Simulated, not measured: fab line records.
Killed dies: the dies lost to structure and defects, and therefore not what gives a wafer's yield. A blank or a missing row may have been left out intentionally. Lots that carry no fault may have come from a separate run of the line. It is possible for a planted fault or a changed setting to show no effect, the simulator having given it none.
The tool behind it: which one? | flow sky130 | 14 lots with 42 wafers sampled at 4 steps, on a route of 708 steps

WHAT EACH GAUGE READ, for each wafer
No reading from a measuring or inspecting step in the record can be judged against a usual standard deviation.

WHICH TOOL RAN EACH LOT (tool, then ch and the chambers of the sampled wafers, then the start)
lot  | SKY_CONTACT_ETCH_16                | SKY_CONTACT_CMP_27            | SKY_METAL1_SPUTTER_01        | SKY_METAL1_SPUTTER_04
L502 | rie_diel-02 ch 1,2,3, day 34 00:37 | cmp-02 ch 1,2, day 34 01:55   | pvd_sputter-01, day 34 02:14 | pvd_sputter-01, day 34 02:18
L503 | rie_diel-04 ch 0,2,3, day 34 10:07 | cmp-02 ch 2,3, day 34 11:12   | pvd_sputter-03, day 34 11:31 | pvd_sputter-03, day 34 11:35
L504 | rie_diel-01 ch 0,1,3, day 34 16:22 | cmp-02 ch 0,2,3, day 34 17:27 | pvd_sputter-01, day 34 17:46 | pvd_sputter-01, day 34 17:50
L505 | rie_diel-01 ch 1,2,3, day 34 22:16 | cmp-01 ch 0,1,3, day 34 23:28 | pvd_sputter-01, day 34 23:41 | pvd_sputter-01, day 34 23:45
L506 | rie_diel-02 ch 1,2, day 35 08:28   | cmp-02 ch 0,3, day 35 09:33   | pvd_sputter-03, day 35 09:52 | pvd_sputter-03, day 35 09:56
L510 | rie_diel-01 ch 1,2,3, day 36 12:44 | cmp-02 ch 1,2,3, day 36 13:57 | pvd_sputter-01, day 36 14:10 | pvd_sputter-01, day 36 14:14
L511 | rie_diel-04 ch 0,1,3, day 37 04:41 | cmp-01 ch 2,3, day 37 05:49   | pvd_sputter-03, day 37 06:09 | pvd_sputter-03, day 37 06:13
L512 | rie_diel-02 ch 1,2,3, day 37 09:20 | cmp-02 ch 1,3, day 37 10:27   | pvd_sputter-04, day 37 10:46 | pvd_sputter-04, day 37 10:50
L514 | rie_diel-01 ch 1,3, day 37 11:35   | cmp-02 ch 0,3, day 37 12:40   | pvd_sputter-01, day 37 12:59 | pvd_sputter-01, day 37 13:04
L513 | rie_diel-01 ch 1,3, day 37 15:07   | cmp-01 ch 0,2,3, day 37 16:15 | pvd_sputter-01, day 37 16:31 | pvd_sputter-01, day 37 16:35
L515 | rie_diel-02 ch 0,1,3, day 37 20:22 | cmp-01 ch 0,1,3, day 37 21:30 | pvd_sputter-04, day 37 21:46 | pvd_sputter-04, day 37 21:50
L516 | rie_diel-02 ch 0,1,2, day 38 12:58 | cmp-01 ch 0,1,3, day 38 14:08 | pvd_sputter-01, day 38 14:28 | pvd_sputter-01, day 38 14:32
L517 | rie_diel-04 ch 0,1,2, day 38 20:40 | cmp-02 ch 1,2,3, day 38 22:30 | pvd_sputter-01, day 38 22:49 | pvd_sputter-01, day 38 22:53
L518 | rie_diel-02 ch 1,2, day 39 07:32   | cmp-01 ch 0,2, day 39 08:41   | pvd_sputter-03, day 39 09:01 | pvd_sputter-03, day 39 09:05
- SKY_CONTACT_ETCH_16: etches BARC in N2/H2, stops on SiO2, time 45.9 s, target depth 60 nm.
- SKY_CONTACT_CMP_27: polishes, stops on SiO2, t overpolish 15 s, target thk 0 nm.
- SKY_METAL1_SPUTTER_01: material TiN, target thk 20 nm, time 16.7 s.
- SKY_METAL1_SPUTTER_04: material TiN, target thk 70 nm, time 58.3 s.

AS READ BY THE TOOLS THEMSELVES (means over the sampled wafers that have a number; for cases with no such wafer, the mark the record gives instead)
SKY_CONTACT_ETCH_16.
lot  | tool        | drypump_motor_current_A (A) | h2_flow_sccm (sccm) | oes_product_au (a.u.) | throttle_valve_pct (%)
L502 | rie_diel-02 | 6.2                         | 200.0               | 0.856                 | 13.229
L503 | rie_diel-04 | 5.9                         | 199.9               | 0.855                 | 13.224
L504 | rie_diel-01 | 5.3                         | 200.4               | 0.859                 | 13.225
L505 | rie_diel-01 | 5.2                         | 200.2               | 0.853                 | 13.230
L506 | rie_diel-02 | 6.1                         | 200.1               | 0.852                 | 13.223
L510 | rie_diel-01 | 5.2                         | 199.4               | 0.851                 | 13.219
L511 | rie_diel-04 | 5.6                         | 199.5               | 0.854                 | 13.221
L512 | rie_diel-02 | 6.2                         | 200.2               | 0.858                 | 13.225
L514 | rie_diel-01 | 5.2                         | 200.7               | 0.848                 | 13.238
L513 | rie_diel-01 | 5.1                         | 200.7               | 0.854                 | 13.230
L515 | rie_diel-02 | 6.3                         | 200.4               | 0.856                 | 13.230
L516 | rie_diel-02 | 6.2                         | 199.8               | 0.857                 | 13.225
L517 | rie_diel-04 | 5.6                         | 199.8               | 0.853                 | 13.235
L518 | rie_diel-02 | 6.4                         | 200.6               | 0.852                 | 13.226

SKY_CONTACT_CMP_27.
lot  | tool   | motor_current_A (A) | overpolish_run_s (s) | retaining_ring_pressure_frac | time_to_endpoint_s (s)
L502 | cmp-02 | 12.8                | 15.004               | 1.000                        | 83
L503 | cmp-02 | 12.2                | 14.994               | 1.003                        | 80
L504 | cmp-02 | 10.8                | 15.006               | 1.000                        | 81
L505 | cmp-01 | 11.4                | 14.995               | 1.003                        | 79
L506 | cmp-02 | 10.7                | 14.998               | 1.000                        | 84
L510 | cmp-02 | 12.3                | 14.998               | 0.998                        | 80
L511 | cmp-01 | 11.0                | 14.998               | 0.999                        | 87
L512 | cmp-02 | 12.5                | 15.001               | 0.998                        | 84
L514 | cmp-02 | 10.8                | 14.993               | 0.999                        | 78
L513 | cmp-01 | 10.9                | 15.002               | 1.002                        | 88
L515 | cmp-01 | 11.1                | 15.001               | 0.997                        | 84
L516 | cmp-01 | 11.1                | 15.005               | 0.995                        | 85
L517 | cmp-02 | 12.2                | 14.998               | 1.000                        | 77
L518 | cmp-01 | 10.8                | 14.993               | 0.996                        | 85

SKY_METAL1_SPUTTER_01.
lot  | tool           | cathode_dc_power_W (W) | chamber_pressure_pa (Pa) | throttle_valve_pct (%)
L502 | pvd_sputter-01 | 6501.9                 | 0.4003                   | 30.4
L503 | pvd_sputter-03 | 6498.8                 | 0.4005                   | 30.3
L504 | pvd_sputter-01 | 6501.1                 | 0.3999                   | 30.5
L505 | pvd_sputter-01 | -                      | -                        | -
L506 | pvd_sputter-03 | -                      | -                        | -
L510 | pvd_sputter-01 | 6500.7                 | 0.4011                   | 30.7
L511 | pvd_sputter-03 | 6500.1                 | 0.4000                   | 30.2
L512 | pvd_sputter-04 | 6500.6                 | 0.3994                   | 30.3
L514 | pvd_sputter-01 | 6501.6                 | 0.4001                   | 30.5
L513 | pvd_sputter-01 | 6499.1                 | 0.3999                   | 31.0
L515 | pvd_sputter-04 | 6500.4                 | 0.4000                   | 30.4
L516 | pvd_sputter-01 | 6499.1                 | 0.4005                   | 30.4
L517 | pvd_sputter-01 | 6499.9                 | 0.3997                   | 30.6
L518 | pvd_sputter-03 | 6499.7                 | 0.4008                   | 30.6

SKY_METAL1_SPUTTER_04.
lot  | tool           | cathode_dc_power_W (W) | chamber_pressure_pa (Pa) | throttle_valve_pct (%)
L502 | pvd_sputter-01 | 6499.5                 | 0.3995                   | 30.5
L503 | pvd_sputter-03 | 6499.8                 | 0.4000                   | 30.4
L504 | pvd_sputter-01 | 6501.1                 | 0.4002                   | 30.7
L505 | pvd_sputter-01 | 6500.6                 | 0.3995                   | 30.3
L506 | pvd_sputter-03 | 6501.1                 | 0.4002                   | 30.0
L510 | pvd_sputter-01 | 6500.2                 | 0.3996                   | 30.5
L511 | pvd_sputter-03 | 6500.7                 | 0.3993                   | 30.2
L512 | pvd_sputter-04 | 6500.7                 | 0.4000                   | 30.5
L514 | pvd_sputter-01 | 6500.1                 | 0.3999                   | 30.4
L513 | pvd_sputter-01 | 6500.5                 | 0.3997                   | 30.8
L515 | pvd_sputter-04 | 6499.8                 | 0.4000                   | 30.3
L516 | pvd_sputter-01 | 6500.6                 | 0.3998                   | 30.5
L517 | pvd_sputter-01 | 6499.8                 | 0.3999                   | 30.4
L518 | pvd_sputter-03 | 6500.6                 | 0.4002                   | 30.7

THE ANSWER, worked out from the rows above alone
Rule: what is usual is taken from the lots themselves. The widest of any qualifying gaps counts: lots, ordered by their means at a reading, are off when they make up no more than a third of the lots, leave a main group of 4 or more, and stand apart from it by 3 or more times the standard deviation of that group's means. If all means in a main group match to the digits the tables above print for the reading, that group is not used. A lot without any number at a reading at which 4 lots or more have one is off too. All remaining lots with rows at the step are treated as sound. First the gauges in route order, then the tools' own readings, where a lot's mean is used as printed above. At the first step where some lot is off, the reading lying furthest off is the one used; lots without a number count as furthest.
Off at SKY_METAL1_SPUTTER_01 (cathode_dc_power_W): L505, L506. Without a number there: L505, L506. For the main group the mean is 6500.2 W and the standard deviation 0.95.
If a tool, at that step or one of the process steps before it, ran each lot that is off and ran no sound lot following the first of them, it fits. Not one of the candidates tried fits.

WHAT HAD BEEN PUT IN BY THE SIMULATOR
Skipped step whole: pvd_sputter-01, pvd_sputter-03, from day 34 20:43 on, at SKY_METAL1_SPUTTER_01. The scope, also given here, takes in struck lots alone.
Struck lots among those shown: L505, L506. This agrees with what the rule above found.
